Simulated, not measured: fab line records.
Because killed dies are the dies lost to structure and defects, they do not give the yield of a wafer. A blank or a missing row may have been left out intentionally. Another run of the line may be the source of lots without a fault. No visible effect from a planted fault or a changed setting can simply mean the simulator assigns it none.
fab line records	flow gf180mcu	part 1 of 2: steps 1 to 26 of 35
record lots=5	wafers=15	last-day=32
route steps=602 shown M1@334 V1@335 M2@362
lots with no fault: from the same line, run without faults
start-h: the number of hours between the record's first day and the start of the first shown wafer of the lot	wait-h: how many hours have passed since the lot's step before this one	" the same as in the row above	L1.1+2: a single row standing in for several wafers	- value missing, or start not given	* or withheld: withheld	< > ~ a bound
route shown NAME@n: NAME is a module with steps in the file, n the number in the route of the first one	usual: average and standard deviation across the fault-free wafers	same: alike in all rows	chamber/n: place in a boat	sites: each site's reading	_std_site: their standard deviation	_edge_site: mean of outer sites minus mean of inner sites	radius-mm: for every site, how far away it sits from the centre of the wafer	mask NAME#n: copy n	behind: tool/chamber where the wafer was last shaped	hold: why the lot went on hold/how many hours it stayed there/how the hold came to an end	device: the transistor (n, p or np) that didn't switch	end of line: at the end of the route, the tests of the same wafers	for a step that has no rows: nothing shown but its recipe	killed: at the first sort, the dies lost to defects and structure; wafer yield is something else	map: a wafer's dies, marking killed ones x, the rest . and places with no die _
set.NAME: the setting that was run; set.NAME@STEP: the one run at that earlier step	model.NAME: the simulator's own value behind a step, which no gauge read
certain route steps with their lots: each step a table, each wafer a row
services: a tool's chamber out of use, with start hour (start-h, from the record's first day; less than 0 if before it), hours out, and reason
## steps
# step GF_M1_CLEAN_19
# recipe chemistry=DIW	dry=n2-spin
lot.wafer	tool	chamber	start-h	wait-h
L075.3+5+6	wet-bench-01	3	403.19	0.0
L078.1+4+6	wet-bench-01	0	422.66	0.0
L077.1+2+3	wet-bench-01	1	425.53	0.0
L081.3+5+6	wet-bench-04	1	453.76	0.0
L088.3+5+6	wet-bench-04	1	514.01	0.0
# step GF_V1_CVD_00
# recipe material=SiO2	target-thk-nm=600	sigma-open-frac=0.3	temp-c=400	time-s=100	sih4-flow-sccm=60	pressure-mtorr=6
# usual pressure-mtorr=6.000/0.012
# same time-s=100
lot.wafer	tool	chamber	start-h	wait-h	pressure-mtorr
L075.3	hdpcvd-02	2	403.28	0.0	6.009
L075.5	"	1	"	"	5.998
L075.6	"	0	"	"	6.005
L078.1	hdpcvd-02	0	422.75	0.0	6.017
L078.4	"	1	"	"	5.977
L078.6	"	0	"	"	5.999
L077.1	hdpcvd-02	1	425.62	0.0	6.020
L077.2	"	2	"	"	6.020
L077.3	"	0	"	"	5.998
L081.3	hdpcvd-02	1	453.85	0.0	6.018
L081.5	"	1	"	"	5.989
L081.6	"	0	"	"	5.997
L088.3	hdpcvd-01	2	514.10	0.0	5.997
L088.5	"	1	"	"	6.017
L088.6	"	0	"	"	6.007
# step GF_V1_THK_MEAS_01
# recipe reads=SiO2_of_V1_CVD_00
# usual V1_CVD_00_THK=598/6.7
lot.wafer	tool	chamber	start-h	wait-h	V1_CVD_00_THK[nm]
L075.3	film-metro-01	-	403.37	0.1	588
L075.5	"	-	"	"	581
L075.6	"	-	"	"	590
L078.1	film-metro-02	-	422.82	0.0	599
L078.4	"	-	"	"	592
L078.6	"	-	"	"	597
L077.1	film-metro-01	-	425.69	0.0	586
L077.2	"	-	"	"	599
L077.3	"	-	"	"	600
L081.3	film-metro-03	-	453.95	0.1	587
L081.5	"	-	"	"	582
L081.6	"	-	"	"	588
L088.3	film-metro-02	-	514.19	0.1	598
L088.5	"	-	"	"	596
L088.6	"	-	"	"	593
# step GF_V1_CVD_02
# recipe material=SiO2	target-thk-nm=850	precursor=TEOS	temp-c=400	time-s=94.851	rf-w=600
# usual heater-power-outer-w=396/76	heater-power-w=666/85	rf-fwd-power-W=596.3/2.4
# same time-s=94.851
lot.wafer	tool	chamber	start-h	wait-h	heater-power-outer-w	heater-power-w	rf-fwd-power-W
L075.3	pecvd-02	0	403.41	0.0	408	704	593.6
L075.5	"	2	"	"	332	602	589.8
L075.6	"	0	"	"	306	561	594.7
L078.1	pecvd-04	1	422.88	0.1	423	697	594.6
L078.4	"	1	"	"	460	755	595.8
L078.6	"	2	"	"	416	645	594.4
L077.1	pecvd-03	1	425.75	0.1	269	463	598.6
L077.2	"	2	"	"	310	577	597.2
L077.3	"	0	"	"	391	735	601.1
L081.3	pecvd-04	2	453.99	0.0	333	549	593.4
L081.5	"	0	"	"	563	824	596.7
L081.6	"	1	"	"	441	734	597.6
L088.3	pecvd-04	1	514.23	0.0	351	633	596.1
L088.5	"	2	"	"	433	683	594.0
L088.6	"	0	"	"	530	752	600.9
# step GF_V1_THK_MEAS_03
# recipe reads=SiO2_of_V1_CVD_02
# usual V1_CVD_02_THK=851/11
lot.wafer	tool	chamber	start-h	wait-h	V1_CVD_02_THK[nm]
L075.3	film-metro-02	-	403.52	0.1	826
L075.5	"	-	"	"	853
L075.6	"	-	"	"	844
L078.1	film-metro-03	-	422.95	0.0	837
L078.4	"	-	"	"	846
L078.6	"	-	"	"	861
L077.1	film-metro-03	-	425.82	0.0	839
L077.2	"	-	"	"	839
L077.3	"	-	"	"	838
L081.3	film-metro-01	-	454.08	0.1	847
L081.5	"	-	"	"	852
L081.6	"	-	"	"	868
L088.3	film-metro-01	-	514.32	0.1	843
L088.5	"	-	"	"	847
L088.6	"	-	"	"	856
# step GF_V1_CMP_04
# recipe material=SiO2	down-force-psi=4	platen-rpm=60	pad-velocity-m-s=0.94248
# usual motor-current-A=12.8/1.7	platen-rpm=60.00/0.04	time-to-endpoint-s=82/5.1
lot.wafer	tool	chamber	start-h	wait-h	motor-current-A	platen-rpm	time-to-endpoint-s
L075.3	cmp-02	3	403.56	0.0	13.1	59.99	76
L075.5	"	3	"	"	12.9	59.96	85
L075.6	"	0	"	"	9.4	60.01	81
L078.4	cmp-01	1	423.01	0.0	15.7	59.89	82
L078.1	"	3	"	"	14.5	60.04	80
L078.6	"	1	"	"	14.9	59.98	89
L077.1	cmp-02	1	425.88	0.1	11.9	59.99	75
L077.2	"	2	"	"	12.3	60.00	79
L077.3	"	0	"	"	9.8	60.02	77
L081.3	cmp-01	3	454.17	0.1	13.6	60.01	84
L081.6	"	2	"	"	12.1	60.06	83
L081.5	"	3	"	"	13.0	60.03	83
L088.3	cmp-02	0	514.51	0.2	9.5	59.96	84
L088.5	"	1	"	"	12.1	60.03	80
L088.6	"	2	"	"	12.6	60.02	86
# step GF_V1_BOW_MEAS_05
# recipe mode=bow
# usual V1_BOW=83/7.3
lot.wafer	tool	chamber	start-h	wait-h	V1_BOW[um]
L075.3	film-metro-01	-	403.90	0.3	83
L075.5	"	-	"	"	86
L075.6	"	-	"	"	92
L078.1	film-metro-02	-	423.31	0.1	87
L078.4	"	-	"	"	92
L078.6	"	-	"	"	72
L077.1	film-metro-01	-	426.18	0.2	73
L077.2	"	-	"	"	89
L077.3	"	-	"	"	94
L081.3	film-metro-01	-	454.46	0.2	82
L081.5	"	-	"	"	88
L081.6	"	-	"	"	85
L088.3	film-metro-03	-	514.70	0.1	82
L088.5	"	-	"	"	89
L088.6	"	-	"	"	90
# step GF_V1_DEHYDRATE_06
# recipe temp-c=200	time-s=60
# usual exhaust-pa=45.2/0.9
# same time-s=60
lot.wafer	tool	chamber	start-h	wait-h	exhaust-pa
L075.3	litho-track-04	0	414.36	10.4	45.4
L075.5	"	0	"	"	44.7
L075.6	"	0	"	"	45.7
L078.1	litho-track-01	0	434.30	11.0	45.5
L078.4	"	0	"	"	46.4
L078.6	"	0	"	"	45.8
L077.1	litho-track-04	0	437.31	11.1	45.8
L077.2	"	0	"	"	45.7
L077.3	"	0	"	"	45.5
L081.3	litho-track-02	0	466.03	11.6	45.1
L081.5	"	0	"	"	45.4
L081.6	"	0	"	"	43.9
L088.3	litho-track-02	0	526.18	11.5	46.1
L088.5	"	0	"	"	44.4
L088.6	"	0	"	"	44.7
# step GF_V1_HMDS_07
# recipe prime-time-s=60	prime-temp-c=120
# usual exhaust-pa=45.1/0.96
lot.wafer	tool	chamber	start-h	wait-h	exhaust-pa
L075.3	litho-track-04	0	414.51	0.1	44.7
L075.5	"	0	"	"	45.0
L075.6	"	0	"	"	44.8
L078.1	litho-track-01	0	434.45	0.1	43.8
L078.4	"	0	"	"	44.0
L078.6	"	0	"	"	43.9
L077.1	litho-track-04	0	437.46	0.1	45.4
L077.2	"	0	"	"	44.0
L077.3	"	0	"	"	46.2
L081.3	litho-track-02	0	466.18	0.1	44.6
L081.5	"	0	"	"	43.3
L081.6	"	0	"	"	45.2
L088.3	litho-track-02	0	526.33	0.1	45.5
L088.5	"	0	"	"	44.3
L088.6	"	0	"	"	44.7
# step GF_V1_COAT_08
# recipe resist=BARC	temp-c=withheld	time-s=withheld	spin-rpm=withheld	resist-thk-nm=withheld
# usual exhaust-pa=45.1/0.9
lot.wafer	tool	chamber	start-h	wait-h	exhaust-pa
L075.3	litho-track-04	0	414.66	0.1	45.7
L075.5	"	0	"	"	45.1
L075.6	"	0	"	"	44.4
L078.1	litho-track-01	0	434.60	0.1	44.0
L078.4	"	0	"	"	44.2
L078.6	"	0	"	"	44.1
L077.1	litho-track-04	0	437.61	0.1	46.0
L077.2	"	0	"	"	45.7
L077.3	"	0	"	"	45.5
L081.3	litho-track-02	0	466.33	0.1	46.1
L081.5	"	0	"	"	46.0
L081.6	"	0	"	"	45.6
L088.3	litho-track-02	0	526.48	0.1	45.3
L088.5	"	0	"	"	44.5
L088.6	"	0	"	"	43.9
# step GF_V1_COAT_09
# recipe resist=KrF	spin-rpm=withheld	resist-thk-nm=1000
# usual exhaust-pa=45.0/0.92
lot.wafer	tool	chamber	start-h	wait-h	exhaust-pa
L075.3	litho-track-04	0	-	-	46.0
L075.5	"	0	"	"	46.4
L075.6	"	0	"	"	46.0
L078.1	litho-track-01	0	-	-	42.8
L078.4	"	0	"	"	44.9
L078.6	"	0	"	"	43.8
L077.1	litho-track-04	0	-	-	43.9
L077.2	"	0	"	"	44.6
L077.3	"	0	"	"	43.7
L081.3	litho-track-02	0	-	-	45.9
L081.5	"	0	"	"	46.6
L081.6	"	0	"	"	47.0
L088.3	litho-track-02	0	-	-	45.4
L088.5	"	0	"	"	44.2
L088.6	"	0	"	"	45.0
# step GF_V1_SOFTBAKE_10
# recipe temp-c=130	time-s=60	resist=KrF
# usual exhaust-pa=44.9/0.85
# same time-s=60
lot.wafer	tool	chamber	start-h	wait-h	exhaust-pa
L075.3	litho-track-04	0	-	-	44.5
L075.5	"	0	"	"	44.6
L075.6	"	0	"	"	44.2
L078.1	litho-track-01	0	-	-	44.6
L078.4	"	0	"	"	45.0
L078.6	"	0	"	"	46.2
L077.1	litho-track-04	0	-	-	45.2
L077.2	"	0	"	"	44.6
L077.3	"	0	"	"	44.7
L081.3	litho-track-02	0	-	-	45.1
L081.5	"	0	"	"	45.0
L081.6	"	0	"	"	46.2
L088.3	litho-track-02	0	-	-	44.1
L088.5	"	0	"	"	46.1
L088.6	"	0	"	"	45.5
# step GF_V1_EXPOSE_11
# recipe mask-id=Via1	target-cd-nm=260	na=0.68	source-shape=conventional	sigma-outer=0.6	dose-mj=38
lot.wafer	tool	chamber	start-h	wait-h	mask
L075.3+5+6	krf-scanner-02	0	-	-	Via1#0
L078.1+4+6	krf-scanner-02	0	-	-	Via1#0
L077.1+2+3	krf-scanner-01	0	-	-	Via1#0
L081.3+5+6	krf-scanner-01	0	-	-	Via1#0
L088.3+5+6	krf-scanner-01	0	-	-	Via1#0
# step GF_V1_PEB_12
# recipe peb-temp-c=135	peb-time-s=90	resist=KrF
# usual exhaust-pa=45.1/0.88
lot.wafer	tool	chamber	start-h	wait-h	exhaust-pa
L075.3	litho-track-02	0	-	-	43.9
L075.5	"	0	"	"	44.8
L075.6	"	0	"	"	44.9
L078.1	litho-track-02	0	-	-	45.2
L078.4	"	0	"	"	44.1
L078.6	"	0	"	"	45.0
L077.1	litho-track-02	0	-	-	44.7
L077.2	"	0	"	"	45.3
L077.3	"	0	"	"	44.7
L081.3	litho-track-04	0	-	-	44.0
L081.5	"	0	"	"	44.5
L081.6	"	0	"	"	44.6
L088.3	litho-track-02	0	-	-	45.1
L088.5	"	0	"	"	45.4
L088.6	"	0	"	"	45.0
# step GF_V1_DEVELOP_13
# recipe develop-time-s=60	resist=KrF	dev-temp-c=21
# usual exhaust-pa=44.9/0.96
lot.wafer	tool	chamber	start-h	wait-h	exhaust-pa
L075.3	litho-track-02	0	432.33	0.1	44.1
L075.5	"	0	"	"	45.3
L075.6	"	0	"	"	44.5
L078.1	litho-track-02	0	446.63	0.2	43.6
L078.4	"	0	"	"	44.0
L078.6	"	0	"	"	44.0
L077.1	litho-track-02	0	450.83	0.2	45.2
L077.2	"	0	"	"	44.7
L077.3	"	0	"	"	44.3
L081.3	litho-track-04	0	479.06	0.1	45.3
L081.5	"	0	"	"	45.7
L081.6	"	0	"	"	44.9
L088.3	litho-track-02	0	537.58	0.1	45.5
L088.5	"	0	"	"	44.6
L088.6	"	0	"	"	46.1
# step GF_V1_CD_MEAS_14
# recipe target-cd-nm=260
# usual cd-nm=260.0/1.2
lot.wafer	tool	chamber	start-h	wait-h	cd-nm
L075.3	cd-sem-02	-	432.51	0.2	259.7
L075.5	"	-	"	"	259.4
L075.6	"	-	"	"	260.1
L078.1	cd-sem-02	-	446.78	0.1	261.4
L078.4	"	-	"	"	262.5
L078.6	"	-	"	"	260.4
L077.1	cd-sem-01	-	450.98	0.1	259.2
L077.2	"	-	"	"	259.6
L077.3	"	-	"	"	258.2
L081.3	cd-sem-01	-	479.20	0.1	261.6
L081.5	"	-	"	"	259.8
L081.6	"	-	"	"	260.3
L088.3	cd-sem-02	-	537.72	0.1	260.9
L088.5	"	-	"	"	260.7
L088.6	"	-	"	"	260.7
# step GF_V1_OVL_MEAS_15
# usual V1_OVL=1/5.5
lot.wafer	tool	chamber	start-h	wait-h	V1_OVL[nm]
L075.3	overlay-01	-	432.61	0.1	7
L075.5	"	-	"	"	7
L075.6	"	-	"	"	2
L078.1	overlay-02	-	446.90	0.1	-1
L078.4	"	-	"	"	3
L078.6	"	-	"	"	-5
L077.1	overlay-02	-	451.10	0.1	-5
L077.2	"	-	"	"	-6
L077.3	"	-	"	"	0
L081.3	overlay-02	-	479.29	0.1	1
L081.5	"	-	"	"	5
L081.6	"	-	"	"	-1
L088.3	overlay-01	-	537.81	0.1	1
L088.5	"	-	"	"	-2
L088.6	"	-	"	"	-3
# step GF_V1_ETCH_16
# recipe chemistry=N2/H2	target-depth-a=withheld	overetch-a=withheld	time-s=withheld	target=BARC	ion-energy-ev=200	source-w=500	bias-w=100	pressure-mtorr=30	n2-flow-sccm=100	h2-flow-sccm=200
# usual drypump-motor-current-A=5.6/0.6	n2-flow-sccm=99.95/0.29	oes-product-au=0.856/0.005	rf-fwd-power-W=494.8/2.1	throttle-valve-pct=13.225/0.0093
lot.wafer	tool	chamber	start-h	wait-h	drypump-motor-current-A	n2-flow-sccm	oes-product-au	rf-fwd-power-W	throttle-valve-pct
L075.3	rie-diel-03	1	432.63	0.0	6.2	99.61	0.859	495.1	13.232
L075.5	"	0	"	"	4.8	100.43	0.854	494.9	13.227
L075.6	"	1	"	"	6.2	99.86	0.854	494.7	13.213
L078.1	rie-diel-01	1	446.94	0.0	6.3	99.34	0.853	493.1	13.224
L078.4	"	2	"	"	5.0	99.80	0.853	497.5	13.221
L078.6	"	3	"	"	5.8	99.81	0.863	495.8	13.211
L077.1	rie-diel-01	2	451.14	0.0	5.0	100.25	0.860	498.3	13.243
L077.2	"	0	"	"	6.5	99.48	0.858	495.9	13.211
L077.3	"	3	"	"	5.8	100.07	0.863	495.9	13.224
L081.3	rie-diel-01	1	479.32	0.0	6.3	99.61	0.859	493.4	13.224
L081.5	"	2	"	"	5.0	99.55	0.859	496.9	13.232
L081.6	"	3	"	"	5.8	99.59	0.851	493.7	13.228
L088.3	rie-diel-01	2	537.84	0.0	5.0	100.34	0.863	491.3	13.225
L088.5	"	0	"	"	6.5	99.52	0.850	492.0	13.224
L088.6	"	3	"	"	5.8	99.39	0.863	495.3	13.226
# step GF_V1_ETCH_17
# recipe chemistry=C4F8/O2/Ar	mask-material=KrF	target=SiO2	stop-on=TiN	source-w=1500	bias-w=1200	pressure-mtorr=40	c4f8-flow-sccm=withheld	O2_flow_sccm=6	Ar_flow_sccm=300	time-s=withheld	target-depth-a=6300
# usual oes-product-au=0.857/0.0043	rf-fwd-power-W=1493/4.8
lot.wafer	tool	chamber	start-h	wait-h	oes-product-au	rf-fwd-power-W
L075.3	rie-diel-03	1	-	-	0.859	1486
L075.5	"	0	"	"	0.858	1493
L075.6	"	1	"	"	0.853	1497
L078.1	rie-diel-01	1	-	-	0.851	1493
L078.4	"	2	"	"	0.853	1497
L078.6	"	3	"	"	0.860	1492
L077.1	rie-diel-01	2	-	-	0.859	1506
L077.2	"	0	"	"	0.852	1491
L077.3	"	3	"	"	0.860	1490
L081.3	rie-diel-01	1	-	-	0.861	1492
L081.5	"	2	"	"	0.858	1487
L081.6	"	3	"	"	0.861	1486
L088.3	rie-diel-01	2	-	-	0.860	1495
L088.5	"	0	"	"	0.862	1490
L088.6	"	3	"	"	0.857	1489
# step GF_V1_STRIP_18
# recipe chemistry=O2/N2	power-w=1400	pressure-mtorr=1500	platen-temp-c=250	o2-flow-sccm=3000	n2-flow-sccm=300	overash-fraction=0.5
# usual drypump-motor-current-A=5.6/0.54	heater-power-w=337/39	n2-flow-sccm=300.1/0.81	oes-product-au=0.593/0.005
lot.wafer	tool	chamber	start-h	wait-h	drypump-motor-current-A	heater-power-w	n2-flow-sccm	oes-product-au	rf-hours-counter-h
L075.3	plasma-asher-03	0	432.79	-	5.3	404	300.6	0.596	-
L075.5	"	1	"	"	4.9	313	298.8	0.592	-
L075.6	"	0	"	"	5.3	403	300.8	0.589	-
L078.1	plasma-asher-03	0	447.07	-	5.3	393	299.0	0.587	2
L078.4	"	1	"	"	4.9	316	299.9	0.581	-
L078.6	"	1	"	"	4.9	311	300.8	0.592	-
L077.1	plasma-asher-03	1	451.27	-	4.9	299	300.5	0.605	2
L077.2	"	0	"	"	5.3	408	299.4	0.592	2
L077.3	"	1	"	"	4.9	313	300.7	0.591	-
L081.3	plasma-asher-04	0	479.48	-	5.6	288	299.8	0.591	-
L081.5	"	1	"	"	5.5	342	299.0	0.590	-
L081.6	"	0	"	"	5.6	290	300.4	0.584	-
L088.3	plasma-asher-04	0	538.00	-	5.7	285	300.8	0.593	-
L088.5	"	1	"	"	5.6	342	300.3	0.585	-
L088.6	"	0	"	"	5.6	281	301.2	0.594	-
# step GF_V1_STRIP_19
# recipe chemistry=post-etch-residue-remover	time-s=1200	temp-c=72.5
# same time-s=1200
lot.wafer	tool	chamber	start-h	wait-h
L075.3+5+6	wet-bench-03	0	432.86	0.0
L078.1+4+6	wet-bench-03	2	447.17	0.1
L077.1+2+3	wet-bench-03	1	451.37	0.1
L081.3+5+6	wet-bench-02	0	479.55	0.0
L088.3+5+6	wet-bench-03	2	538.07	0.0
# step GF_V1_CLEAN_20
# recipe chemistry=DIW	dry=n2-spin
lot.wafer	tool	chamber	start-h	wait-h
L075.3+5+6	wet-bench-01	1	433.20	0.0
L078.1+4+6	wet-bench-02	2	447.51	0.0
L077.1+2+3	wet-bench-02	3	451.71	0.0
L081.3+5+6	wet-bench-01	3	479.89	0.0
L088.3+5+6	wet-bench-02	3	538.41	0.0
# step GF_V1_SPUTTER_21
# recipe material=Ti	target-thk-nm=15	chamber-pressure-pa=5	power-w=2500	substrate-temp-c=200	time-s=80.02
# usual throttle-valve-pct=29.9/0.78
# same time-s=80.02
lot.wafer	tool	chamber	start-h	wait-h	throttle-valve-pct
L075.3	pvd-sputter-02	-	433.29	0.0	28.9
L075.5	"	-	"	"	30.2
L075.6	"	-	"	"	28.7
L078.1	pvd-sputter-02	-	447.61	0.0	30.3
L078.4	"	-	"	"	29.0
L078.6	"	-	"	"	28.7
L077.1	pvd-sputter-02	-	451.80	0.0	30.2
L077.2	"	-	"	"	28.9
L077.3	"	-	"	"	30.6
L081.3	pvd-sputter-04	-	479.98	0.0	28.9
L081.5	"	-	"	"	31.2
L081.6	"	-	"	"	29.2
L088.3	pvd-sputter-02	-	538.50	0.0	28.9
L088.5	"	-	"	"	30.4
L088.6	"	-	"	"	30.6
# step GF_V1_SPUTTER_22
# recipe material=TiN	target-thk-nm=10	chamber-pressure-pa=5	power-w=4000	time-s=40
# usual throttle-valve-pct=29.9/0.79
# same time-s=40
lot.wafer	tool	chamber	start-h	wait-h	throttle-valve-pct
L075.3	pvd-sputter-02	-	433.35	0.0	28.6
L075.5	"	-	"	"	30.3
L075.6	"	-	"	"	29.1
L078.1	pvd-sputter-02	-	447.67	0.0	30.2
L078.4	"	-	"	"	28.4
L078.6	"	-	"	"	29.1
L077.1	pvd-sputter-02	-	451.86	0.0	30.3
L077.2	"	-	"	"	28.9
L077.3	"	-	"	"	30.5
L081.3	pvd-sputter-04	-	480.04	0.0	28.9
L081.5	"	-	"	"	31.0
L081.6	"	-	"	"	29.5
L088.3	pvd-sputter-02	-	538.56	0.0	28.8
L088.5	"	-	"	"	29.8
L088.6	"	-	"	"	30.3
# step GF_V1_CVD_23
# recipe material=W	target-thk-nm=350	time-s=105.05	temp-c=400	pressure-torr=40
# usual heater-power-outer-w=564/27	heater-power-w=919/85
# same time-s=105.05
lot.wafer	tool	chamber	start-h	wait-h	heater-power-outer-w	heater-power-w
L075.3	cvd-w-02	1	433.43	0.1	588	978
L075.5	"	0	"	"	519	806
L075.6	"	1	"	"	567	1027
L078.1	cvd-w-01	1	447.71	0.0	579	973
L078.4	"	0	"	"	539	868
L078.6	"	1	"	"	601	955
L077.1	cvd-w-01	0	451.90	0.0	537	904
L077.2	"	1	"	"	588	940
L077.3	"	1	"	"	584	980
L081.3	cvd-w-01	0	480.12	0.1	537	902
L081.5	"	1	"	"	586	991
L081.6	"	0	"	"	541	881
L088.3	cvd-w-01	1	538.64	0.1	584	960
L088.5	"	1	"	"	588	955
L088.6	"	0	"	"	543	896
# step GF_V1_RS_MEAS_24
# recipe thk-meas-gauge=four-point-probe	reads=W_of_V1_CVD_23+TiN_of_V1_SPUTTER_22+Ti_of_V1_SPUTTER_21
# usual V1_W_RS=0.330/0.0041
lot.wafer	tool	chamber	start-h	wait-h	V1_W_RS[ohm/sq]
L075.3	film-metro-01	-	433.54	0.1	0.329
L075.5	"	-	"	"	0.327
L075.6	"	-	"	"	0.333
L078.1	film-metro-03	-	447.82	0.1	0.328
L078.4	"	-	"	"	0.323
L078.6	"	-	"	"	0.332
L077.1	film-metro-03	-	452.01	0.1	0.323
L077.2	"	-	"	"	0.330
L077.3	"	-	"	"	0.326
L081.3	film-metro-02	-	480.23	0.1	0.327
L081.5	"	-	"	"	0.331
L081.6	"	-	"	"	0.327
L088.3	film-metro-01	-	538.75	0.1	0.326
L088.5	"	-	"	"	0.331
L088.6	"	-	"	"	0.324
